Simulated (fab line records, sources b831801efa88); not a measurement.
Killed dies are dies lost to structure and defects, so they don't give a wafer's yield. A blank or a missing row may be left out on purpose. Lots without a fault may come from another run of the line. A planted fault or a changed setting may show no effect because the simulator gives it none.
fab line records | flow sky130
record lots=6 wafers=18 last_day=49
route steps=708 shown VIA1@467 METAL2@483 PAD_OPEN@708
lots that met no fault: from a run of the same line without faults
start_h: hours from the record's first day to the start of the lot's first wafer shown | wait_h: hours since the lot's step before | " the same as in the row above | L1.1+2: a row that stands for several wafers | - no value, or no start given | * or withheld: withheld | < > ~ a bound
route shown NAME@n: a module of which the file shows steps, and the number in the route of the first | usual: mean/standard deviation of fault-free wafers | same: alike in all rows | chamber/n: place in a boat | sites: the reading at each site | _std_site: their standard deviation | _edge_site: outer sites' mean less inner sites' | radius_mm: how far each site lies from the wafer's centre | mask NAME#n: copy n | behind: the tool/chamber that last shaped the wafer | hold: why the lot was held/for how many hours/how that ended | device: the transistor (n, p or np) that didn't switch | end of line: the same wafers' tests at the end of the route | a step without rows: its recipe alone | killed: dies lost to structure and defects at the first sort, not the wafer's yield | map: a wafer's dies, x killed, . not, _ none there
set.NAME: the setting as run; set.NAME@STEP: as run at that earlier step | model.NAME: the simulator's own value behind a step, which no gauge read
lots at some steps of the route; a table a step, a row a wafer
services: from which hour (start_h, from the record's first day; less than 0 if before it) a tool's chamber was out of use, for how many hours, and why
## steps
# step SKY_VIA1_EXPOSE_09
# recipe mask_id=VIM na=0.8 source_shape=annular sigma_inner=0.55 sigma_outer=0.85 target_cd_nm=150 dose_mj=38
# step SKY_VIA1_PEB_10
# recipe peb_temp_c=withheld peb_time_s=withheld resist=KrF-thick
# step SKY_VIA1_DEVELOP_11
# recipe develop_time_s=60 resist=KrF-thick dev_temp_c=21
# step SKY_VIA1_CD_MEAS_12
# recipe target_cd_nm=150
# usual cd_nm=150.2/1.7
# columns lot.wafer tool chamber start_h wait_h cd_nm
L414.2 cd_sem-02 - 789.42 - 149.9
L414.5 " - " " 150.6
L414.6 " - " " 149.7
L416.2 cd_sem-01 - 798.47 - 150.3
L416.4 " - " " 151.5
L416.5 " - " " 152.2
L424.2 cd_sem-01 - 868.77 - 148.9
L424.3 " - " " 147.7
L424.6 " - " " 148.5
L425.2 cd_sem-01 - 878.52 - 148.6
L425.3 " - " " 148.9
L425.5 " - " " 147.8
L430.1 cd_sem-02 - 920.96 - 150.6
L430.2 " - " " 150.3
L430.4 " - " " 149.8
L432.1 cd_sem-02 - 928.52 - 148.9
L432.4 " - " " 147.2
L432.5 " - " " 148.5
# step SKY_VIA1_OVL_MEAS_13
# usual VIA1_OVL=2/5.3
# columns lot.wafer tool chamber start_h wait_h VIA1_OVL[nm]
L414.2 overlay-01 - 789.52 0.1 -3
L414.5 " - " " -1
L414.6 " - " " -8
L416.2 overlay-01 - 798.57 0.1 0
L416.4 " - " " 1
L416.5 " - " " 1
L424.2 overlay-02 - 868.87 0.1 6
L424.3 " - " " 3
L424.6 " - " " 0
L425.2 overlay-02 - 878.62 0.1 11
L425.3 " - " " 10
L425.5 " - " " 12
L430.1 overlay-01 - 921.08 0.1 4
L430.2 " - " " 0
L430.4 " - " " 2
L432.1 overlay-02 - 928.64 0.1 4
L432.4 " - " " 4
L432.5 " - " " 3
# step SKY_VIA1_ETCH_14
# recipe chemistry=N2/H2 target=BARC ion_energy_ev=200 source_w=500 bias_w=100 pressure_mtorr=30 n2_flow_sccm=100 h2_flow_sccm=200 stop_on=SiO2 time_s=45.9 target_depth_a=600
# usual drypump_motor_current_A=5.8/0.38 oes_product_au=0.854/0.0046 rf_fwd_power_W=495.7/2 throttle_valve_pct=13.225/0.0078
# columns lot.wafer tool chamber start_h wait_h drypump_motor_current_A oes_product_au rf_fwd_power_W rf_hours_counter_h throttle_valve_pct
L414.2 rie_diel-01 2 789.55 0.0 5.9 0.849 495.3 6 13.233
L414.5 " 2 " " 5.9 0.850 492.0 - 13.228
L414.6 " 1 " " 5.7 0.851 494.1 - 13.222
L416.2 rie_diel-01 2 798.60 0.0 6.0 0.841 497.7 6 13.234
L416.4 " 3 " " 5.4 0.860 497.2 6 13.229
L416.5 " 1 " " 5.7 0.855 495.7 - 13.226
L424.2 rie_diel-04 3 868.90 0.0 5.6 0.863 496.5 4 13.217
L424.3 " 0 " " 6.3 0.856 494.0 7 13.225
L424.6 " 1 " " 5.4 0.849 495.8 - 13.226
L425.2 rie_diel-01 3 878.65 0.0 5.4 0.845 498.4 8 13.239
L425.3 " 0 " " 5.5 0.860 497.4 5 13.217
L425.5 " 0 " " 5.5 0.851 496.9 - 13.235
L430.1 rie_diel-03 0 921.12 0.0 5.9 0.851 495.9 9 13.226
L430.2 " 3 " " 6.6 0.861 493.3 15 13.232
L430.4 " 3 " " 6.6 0.855 493.0 - 13.232
L432.1 rie_diel-01 1 928.67 0.0 5.7 0.861 495.9 15 13.228
L432.4 " 0 " " 5.5 0.862 495.8 6 13.232
L432.5 " 3 " " 5.4 0.855 497.6 - 13.224
# step SKY_VIA1_ETCH_15
# recipe target=SiO2 chemistry=C4F8/O2/Ar target_depth_nm=351 stop_on=TiN mask_material=KrF-thick source_w=1500 bias_w=1200 pressure_mtorr=40 c4f8_flow_sccm=withheld O2_flow_sccm=6 Ar_flow_sccm=300 time_s=54
# usual oes_product_au=0.982/0.0066 rf_fwd_power_W=1488/5.6
# columns lot.wafer tool chamber start_h wait_h oes_product_au rf_fwd_power_W rf_hours_counter_h
L414.2 rie_diel-01 2 789.59 0.0 0.981 1496 6
L414.5 " 2 " " 0.977 1486 -
L414.6 " 1 " " 0.986 1488 -
L416.2 rie_diel-01 2 798.64 0.0 0.987 1501 6
L416.4 " 3 " " 0.986 1496 6
L416.5 " 1 " " 0.987 1483 -
L424.2 rie_diel-04 3 868.94 0.0 0.983 1490 4
L424.3 " 0 " " 0.961 1478 7
L424.6 " 1 " " 0.980 1483 -
L425.2 rie_diel-01 3 878.70 0.0 0.985 1493 8
L425.3 " 0 " " 0.976 1486 5
L425.5 " 0 " " 0.971 1485 -
L430.1 rie_diel-03 0 921.18 0.0 0.981 1489 9
L430.2 " 3 " " 0.985 1484 15
L430.4 " 3 " " 0.980 1482 -
L432.1 rie_diel-01 1 928.71 0.0 0.985 1483 15
L432.4 " 0 " " 0.982 1486 6
L432.5 " 3 " " 0.979 1493 -
# step SKY_VIA1_STRIP_16
# recipe chemistry=O2/N2 power_w=1400 pressure_mtorr=1500 platen_temp_c=withheld o2_flow_sccm=3000 n2_flow_sccm=300 overash_fraction=0.5
# usual drypump_motor_current_A=5.9/0.34 oes_product_au=0.415/0.0045 strip_time_to_endpoint_s=4.457/0.026
# columns lot.wafer tool chamber start_h wait_h drypump_motor_current_A oes_product_au rf_hours_counter_h strip_time_to_endpoint_s
L414.2 plasma_asher-02 0 789.64 0.0 6.1 0.413 36 4.460
L414.5 " 1 " " 5.6 0.410 - 4.459
L414.6 " 0 " " 6.1 0.419 - 4.458
L416.2 plasma_asher-02 0 798.69 0.0 6.1 0.414 37 4.459
L416.4 " 0 " " 6.1 0.410 - 4.449
L416.5 " 1 " " 5.6 0.409 - 4.460
L424.2 plasma_asher-04 0 868.99 0.0 5.4 0.409 103 4.431
L424.3 " 1 " " 6.3 0.417 - 4.517
L424.6 " 0 " " 5.4 0.413 - 4.474
L425.2 plasma_asher-04 0 878.74 0.0 5.5 0.411 104 4.406
L425.3 " 1 " " 6.4 0.412 - 4.433
L425.5 " 1 " " 6.3 0.410 - 4.449
L430.1 plasma_asher-02 0 921.25 0.0 6.1 0.417 47 4.434
L430.2 " 1 " " 5.6 0.415 47 4.452
L430.4 " 1 " " 5.6 0.420 - 4.442
L432.1 plasma_asher-02 1 928.76 0.0 5.6 0.418 48 4.486
L432.4 " 0 " " 6.1 0.415 - 4.469
L432.5 " 1 " " 5.6 0.420 - 4.504
# step SKY_VIA1_STRIP_17
# recipe chemistry=post_etch_residue_remover time_s=1200 temp_c=72.5
# step SKY_VIA1_CLEAN_18
# recipe chemistry=IPA time_s=180 temp_c=25
# step SKY_VIA1_CLEAN_19
# recipe chemistry=O3/DIW dry=n2_spin
# step SKY_VIA1_SPUTTER_20
# recipe material=TiN target_thk_nm=20 chamber_pressure_pa=5 power_w=4000 time_s=80
# usual throttle_valve_pct=30.0/0.91
# columns lot.wafer tool chamber start_h wait_h throttle_valve_pct
L414.2 pvd_sputter-01 - 790.27 0.0 30.9
L414.5 " - " " 30.3
L414.6 " - " " 28.5
L416.2 pvd_sputter-02 - 799.30 0.0 28.7
L416.4 " - " " 28.7
L416.5 " - " " 29.3
L424.2 pvd_sputter-03 - 869.59 0.0 30.4
L424.3 " - " " 29.9
L424.6 " - " " 30.5
L425.2 pvd_sputter-03 - 879.34 0.0 29.7
L425.3 " - " " 30.5
L425.5 " - " " 29.9
L430.1 pvd_sputter-02 - 922.19 0.0 29.1
L430.2 " - " " 28.8
L430.4 " - " " 31.0
L432.1 pvd_sputter-03 - 929.40 0.0 30.7
L432.4 " - " " 29.9
L432.5 " - " " 30.8
# step SKY_VIA1_CVD_21
# recipe material=W target_thk_nm=270 time_s=80.902 temp_c=400 pressure_torr=40
# usual chamber_pressure_Torr=40.01/0.088 heater_power_w=888/28
# columns lot.wafer tool chamber start_h wait_h chamber_pressure_Torr heater_power_w model.W_of_VIA1_CVD_21.thk_nm
L414.2 cvd_w-01 1 790.33 0.0 40.01 930 276.4
L414.5 " 0 " " 40.01 919 272.2
L414.6 " 1 " " 40.03 921 275.5
L416.2 cvd_w-02 0 799.36 0.0 39.94 850 266.1
L416.4 " 1 " " 40.09 863 275.7
L416.5 " 1 " " 40.17 892 277.6
L424.2 cvd_w-01 0 869.65 0.0 39.96 928 166.7
L424.3 " 1 " " 40.10 917 168.6
L424.6 " 1 " " 40.24 917 169.3
L425.2 cvd_w-01 1 879.40 0.0 39.98 923 171.1
L425.3 " 0 " " 39.90 932 169
L425.5 " 1 " " 40.10 912 171.9
L430.1 cvd_w-02 1 922.25 0.0 39.93 890 275.3
L430.2 " 0 " " 39.86 867 269.6
L430.4 " 1 " " 40.03 886 273.2
L432.1 cvd_w-02 0 929.46 0.0 40.02 888 265.8
L432.4 " 0 " " 40.07 861 265.9
L432.5 " 0 " " 39.99 887 266.3
# step SKY_VIA1_RS_MEAS_22
# recipe thk_meas_gauge=four-point-probe reads=W_of_VIA1_CVD_21+TiN_of_VIA1_SPUTTER_20
# usual VIA1_W_RS=0.424/0.0072
# columns lot.wafer tool chamber start_h wait_h VIA1_W_RS[ohm/sq]
L414.2 film_metro-04 - 790.44 0.1 0.416
L414.5 " - " " 0.422
L414.6 " - " " 0.417
L416.2 film_metro-02 - 799.47 0.1 0.432
L416.4 " - " " 0.419
L416.5 " - " " 0.414
L424.2 film_metro-02 - 869.76 0.1 0.698
L424.3 " - " " 0.688
L424.6 " - " " 0.687
L425.2 film_metro-04 - 879.52 0.1 0.678
L425.3 " - " " 0.687
L425.5 " - " " 0.673
L430.1 film_metro-04 - 922.34 0.1 0.418
L430.2 " - " " 0.426
L430.4 " - " " 0.422
L432.1 film_metro-02 - 929.55 0.1 0.435
L432.4 " - " " 0.434
L432.5 " - " " 0.433
# step SKY_VIA1_THK_MEAS_23
# recipe thk_meas_gauge=xrf reads=W_of_VIA1_CVD_21
# usual VIA1_W_THK=273/4.5
# columns lot.wafer tool chamber start_h wait_h VIA1_W_THK[nm]
L414.2 film_metro-04 - 790.55 0.1 278
L414.5 " - " " 273
L414.6 " - " " 278
L416.2 film_metro-02 - 799.58 0.1 268
L416.4 " - " " 278
L416.5 " - " " 280
L424.2 film_metro-02 - 869.87 0.1 169
L424.3 " - " " 170
L424.6 " - " " 171
L425.2 film_metro-04 - 879.63 0.1 172
L425.3 " - " " 170
L425.5 " - " " 172
L430.1 film_metro-04 - 922.46 0.1 278
L430.2 " - " " 271
L430.4 " - " " 274
L432.1 film_metro-02 - 929.67 0.1 268
L432.4 " - " " 268
L432.5 " - " " 269
# step SKY_VIA1_CMP_24
# recipe stop_on=SiO2 t_overpolish_s=15 down_force_psi=3.5 platen_rpm=60 target_thk_nm=0 pad_velocity_m_s=0.94248
# usual motor_current_A=10.4/0.87 time_to_endpoint_s=66/4.7
# columns lot.wafer tool chamber start_h wait_h motor_current_A time_to_endpoint_s
L414.2 cmp-01 0 790.60 0.0 10.3 61
L414.5 " 0 " " 9.9 59
L414.6 " 1 " " 9.1 68
L416.4 cmp-01 3 799.63 0.0 10.4 65
L416.2 " 1 " " 8.6 67
L416.5 " 3 " " 10.2 69
L424.2 cmp-01 3 869.92 0.0 10.1 47
L424.3 " 0 " " 9.7 41
L424.6 " 0 " " 10.2 43
L425.3 cmp-01 3 879.73 0.1 10.0 49
L425.2 " 1 " " 8.5 48
L425.5 " 2 " " 11.3 43
L430.1 cmp-01 3 922.52 0.1 10.7 71
L430.4 " 0 " " 9.9 62
L430.2 " 1 " " 8.9 70
L432.4 cmp-02 2 929.73 0.0 10.8 61
L432.1 " 1 " " 11.4 62
L432.5 " 3 " " 11.2 61
# step SKY_METAL2_SPUTTER_00
# recipe material=Ti target_thk_nm=15 power_w=3000 time_s=10 chamber_pressure_pa=0.4
# usual throttle_valve_pct=30.3/0.89
# columns lot.wafer tool chamber start_h wait_h throttle_valve_pct
L414.2 pvd_sputter-01 - 790.90 0.2 30.3
L414.5 " - " " 30.3
L414.6 " - " " 28.8
L416.2 pvd_sputter-01 - 799.93 0.1 30.1
L416.4 " - " " 30.8
L416.5 " - " " 28.5
L424.2 pvd_sputter-04 - 870.22 0.2 30.5
L424.3 " - " " 29.7
L424.6 " - " " 31.1
L425.2 pvd_sputter-04 - 879.98 0.1 30.5
L425.3 " - " " 31.3
L425.5 " - " " 29.7
L430.1 pvd_sputter-01 - 922.82 0.2 30.9
L430.2 " - " " 28.5
L430.4 " - " " 30.4
L432.1 pvd_sputter-03 - 930.03 0.1 29.8
L432.4 " - " " 30.6
L432.5 " - " " 30.1
# step SKY_PAD_OPEN_PROBE_99
# usual defect_limited_yield=82.4/1.9 killed_at_M0_to_M3=44/7.2 killed_at_M4_up=3.1/1.8 killed_at_contacts=25/5.2 killed_at_front_end=15/3.9 killed_at_other=0.2/0.5 killed_dies=86/9.5 killed_open=47/7.3 killed_short=40/6 sort_bin_3_pad_short=0.8/0.44 sort_bin_5_function=10.4/1.5 sort_bin_6_memory=6.3/1.1 sort_n_pass=406/9.5 sort_yield_pct=82.4/1.9
# same gross_dies=492 killed_at_back_side=0 sort_bin_4_leakage[%]=0 sort_bin_8_speed[%]=0
# columns lot.wafer tool chamber start_h wait_h defect_limited_yield[%] killed_at_M0_to_M3 killed_at_M4_up killed_at_contacts killed_at_front_end killed_at_other killed_dies killed_open killed_short sort_bin_3_pad_short[%] sort_bin_5_function[%] sort_bin_6_memory[%] sort_n_pass sort_yield_pct[%]
L414.2 prober-02 - 1074.82 0.1 83.1 39 3 32 8 1 83 41 42 1.6 10.2 5.1 409 83.1
L414.5 prober-02 - 1074.97 0.2 85.2 39 1 24 8 1 73 35 38 1.4 7.3 6.1 419 85.2
L414.6 prober-02 - 1075.02 0.2 84.6 41 1 24 10 0 76 33 43 1.0 9.8 4.7 416 84.6
L432.1 prober-01 - 1178.12 0.1 82.3 44 0 31 12 0 87 53 34 0.4 10.8 6.5 405 82.3
L432.4 prober-01 - 1178.27 0.2 83.5 46 1 17 17 0 81 46 35 0.8 9.6 6.1 411 83.5
L432.5 prober-01 - 1178.32 0.2 81.9 41 3 30 14 1 89 51 38 0.4 11.6 6.1 403 81.9
# killed by level:class
L414.2 LI_CONTACT:geometric_particle:open=10 VIA1:geometric_particle:open=10 LOCAL_INTERCONNECT:geometric_particle:short=9 CONTACT:geometric_particle:open=9 METAL3:geometric_particle:short=5 VIA2:geometric_particle:open=4 VIA3:geometric_particle:short=4 FIELD_ISO:geometric_particle:open=3
L414.5 METAL1:geometric_particle:short=9 VIA3:geometric_particle:open=8 LI_CONTACT:geometric_particle:open=8 CONTACT:geometric_particle:open=8 VIA2:geometric_particle:short=7 LOCAL_INTERCONNECT:geometric_particle:short=4 CONTACT:geometric_particle:short=4 VIA1:geometric_particle:open=4
L414.6 VIA1:geometric_particle:open=10 VIA3:geometric_particle:short=9 CONTACT:geometric_particle:open=8 LI_CONTACT:geometric_particle:open=6 METAL1:geometric_particle:short=6 CONTACT:geometric_particle:short=5 METAL2:geometric_particle:short=5 FIELD_ISO:geometric_particle:short=4
L432.1 VIA2:geometric_particle:open=10 CONTACT:geometric_particle:open=10 VIA1:geometric_particle:open=10 LOCAL_INTERCONNECT:geometric_particle:short=8 METAL1:geometric_particle:short=8 FIELD_ISO:geometric_particle:open=6 LI_CONTACT:geometric_particle:open=6 CONTACT:geometric_particle:short=4
L432.4 LI_CONTACT:geometric_particle:open=8 VIA2:geometric_particle:open=6 VIA1:geometric_particle:open=6 VIA1:geometric_particle:short=6 VIA3:geometric_particle:open=6 POLY_GATE:geometric_particle:short=5 METAL2:geometric_particle:short=4 CONTACT:geometric_particle:open=4
L432.5 VIA1:geometric_particle:open=13 CONTACT:geometric_particle:open=12 METAL1:geometric_particle:short=10 LI_CONTACT:geometric_particle:open=6 LOCAL_INTERCONNECT:geometric_particle:short=6 POLY_GATE:geometric_particle:short=4 METAL2:geometric_particle:short=4 VIA2:geometric_particle:open=4
## services
# columns tool chamber start_h hours kind
rie_diel-01 1 781.26 4.7 repair
cmp-01 - 782.77 6.5 pm
cvd_w-01 0 808.75 2.4 repair
cmp-02 - 825.01 0.3 repair
cmp-01 - 828.08 0.4 repair
cvd_w-01 - 828.93 0.9 repair
pvd_sputter-03 3 832.59 - consumable_replace:kit
cmp-01 - 840.32 3.9 repair
cvd_w-02 1 844.92 16.4 repair
cmp-02 - 858.69 2.2 repair
rie_diel-04 2 863.49 8.6 repair
plasma_asher-02 - 872.94 14.6 pm
rie_diel-01 1 878.10 1.7 repair
rie_diel-04 0 882.02 5.0 repair
rie_diel-04 1 886.93 14.7 repair
rie_diel-03 1 890.19 7.6 repair
rie_diel-03 2 898.96 46.7 repair
cvd_w-01 - 904.00 14.0 pm
pvd_sputter-04 - 904.86 0.8 repair
cmp-02 - 908.55 2.2 repair
cmp-02 - 920.52 1.4 repair
cmp-01 - 922.82 4.0 pm
cmp-01 - 926.82 - consumable_replace:conditioner
cmp-01 - 926.82 - consumable_replace:pad
## key
first_sign step=SKY_VIA1_RS_MEAS_22 reading=VIA1_W_RS direction=up sigmas=36 usual=0.424 struck=0.685
effect step=SKY_VIA1_THK_MEAS_23 reading=VIA1_W_THK direction=down sigmas=23 usual=273 struck=171
effect step=SKY_VIA1_CMP_24 reading=time_to_endpoint_s direction=down sigmas=4.5 usual=* struck=*
model_effect step=SKY_VIA1_CVD_21 value=W_of_VIA1_CVD_21.thk_nm without=272.6 struck=169.4
met_at SKY_VIA1_CVD_21
struck_wafers L424.2,L424.3,L424.6,L425.2,L425.3,L425.5
onset_between 790.33 869.65
also_fits SKY_VIA1_STRIP_16:plasma_asher-04
fault kind=process_parameter_drift tool=cvd_w-01 chamber=- onset_h=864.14 steps=SKY_VIA1_CVD_21 channel=target_thk_nm offset=-103.15 shape=step end_h=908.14 acts_in=these_recipes_only stated=270
